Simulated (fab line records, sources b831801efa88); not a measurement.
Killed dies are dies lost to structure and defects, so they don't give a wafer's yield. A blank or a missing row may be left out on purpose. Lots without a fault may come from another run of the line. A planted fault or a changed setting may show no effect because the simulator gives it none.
Split-lot experiment | flow sfq_line | 5 lots, 23 wafers read, on a route of 325 steps

THE SPLIT
At SFQ_TRILAYER_M5_LITHO_EXPOSE_124 (exposes mask M5, target cd 700 nm), the setting dose_mj was moved away from the recipe's 14.4 on 7 of the 23 wafers read, by -5.8% to +7.2%. The other wafers ran this setting at the recipe's value.

FROM THE SPLIT TO THE READING: what the file shows between them, 2 steps
- SFQ_TRILAYER_M5_LITHO_PEB_126: peb time 60 s
- SFQ_TRILAYER_M5_LITHO_DEVELOP_125: time 60 s

THE READING
M5.cd_nm (the simulator's own value, which no gauge read), in nm, at SFQ_TRILAYER_M5_BARC_OPEN_METAL_ETCH_161 (etches BARC in O2, target depth 125 nm, time 41.7 s). The file gives no usual value for it. The 16 wafers here that ran the recipe average 699.5 nm, standard deviation 2 nm.

wafer  | tool, chamber at the split | dose_mj as run | against the recipe | M5.cd_nm, nm | against lot-mates on the recipe
L074.2 | krf_scanner-01, 0          | 14.4           | recipe             | 701.8        | -
L074.4 | krf_scanner-01, 0          | 14.4           | recipe             | 701.7        | -
L074.6 | krf_scanner-01, 0          | 14.4           | recipe             | 701.1        | -
L075.1 | krf_scanner-01, 0          | 15.44          | +7.2%              | 687.5        | -12.3
L075.2 | krf_scanner-01, 0          | 14.4           | recipe             | 700.1        | -
L075.4 | krf_scanner-01, 0          | 14.4           | recipe             | 700.6        | -
L075.5 | krf_scanner-01, 0          | 14.4           | recipe             | 698.8        | -
L075.6 | krf_scanner-01, 0          | 15.44          | +7.2%              | 689.2        | -10.6
L078.1 | krf_scanner-01, 0          | 14.4           | recipe             | 700.5        | -
L078.3 | krf_scanner-01, 0          | 13.56          | -5.8%              | 711.5        | +11.4
L078.4 | krf_scanner-01, 0          | 13.56          | -5.8%              | 710.6        | +10.5
L078.5 | krf_scanner-01, 0          | 14.4           | recipe             | 699.8        | -
L078.6 | krf_scanner-01, 0          | 13.56          | -5.8%              | 710.9        | +10.8
L083.1 | krf_scanner-02, 0          | 14.9           | +3.5%              | 694.6        | -6.4
L083.2 | krf_scanner-02, 0          | 14.9           | +3.5%              | 695.2        | -5.8
L083.4 | krf_scanner-02, 0          | 14.4           | recipe             | 701.2        | -
L083.5 | krf_scanner-02, 0          | 14.4           | recipe             | 701.2        | -
L083.6 | krf_scanner-02, 0          | 14.4           | recipe             | 700.5        | -
L085.1 | krf_scanner-01, 0          | 14.4           | recipe             | 696.3        | -
L085.2 | krf_scanner-01, 0          | 14.4           | recipe             | 697.4        | -
L085.3 | krf_scanner-01, 0          | 14.4           | recipe             | 697.6        | -
L085.4 | krf_scanner-01, 0          | 14.4           | recipe             | 696.7        | -
L085.6 | krf_scanner-01, 0          | 14.4           | recipe             | 696          | -

THE FIT
A straight line over all 23 wafers: M5.cd_nm changes by -1.72 nm for each +1% of dose_mj; r = -0.95; the points scatter about the line by 1.9 nm.
The same after taking each lot's own level away (the mean of its wafers on the recipe; 23 wafers): -1.73 nm for each +1%; r = -0.99; scatter 0.67 nm.
On that fit, the largest move of dose_mj shifts the reading by 12 nm.
The lots' own levels span 696.80 to 701.53 nm, that is 2.4 times the standard deviation above.
So the lot-to-lot level changes the slope little: the two slopes agree.
Check: with one of the wafers moved furthest among these (+7.2%) left out of the fit, the line predicts -12.3 nm for it against its lot-mates. It came out at -12.3 nm against them.

OTHER SPLITS ON THESE WAFERS
These wafers also went through other splits before the reading. Each is held against what the fit with the lots' levels taken away leaves over:
other split on the same wafers                  | wafers away from the commonest value | r with M5.cd_nm (lot level and that fit taken away)
SFQ_TRILAYER_I3_VIA_ETCH_VIA_ETCH_088 source_w  | 2                                    | +0.37
SFQ_TRILAYER_M4_DEP_SPUTTER_091 power_w         | 10                                   | -0.01
SFQ_TRILAYER_M4_LITHO_PEB_096 peb_time_s        | 8                                    | -0.47
SFQ_TRILAYER_I4_VIA_LITHO_COAT_103 spin_rpm     | 6                                    | +0.25
SFQ_TRILAYER_I4_VIA_ETCH_VIA_ETCH_106 bias_w    | 6                                    | +0.18
SFQ_TRILAYER_JJ_CE_LITHO_COAT_114 resist_thk_nm | 7                                    | -0.05
SFQ_TRILAYER_JJ_CE_ETCH_RIE_118 icp_w           | 5                                    | -0.40
SFQ_TRILAYER_M5_LITHO_COAT_123 spin_rpm         | 9                                    | -0.17

THE FILE'S OWN FIT
M5.cd_nm changes by -1.7 nm for each +1% of dose_mj, r = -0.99.
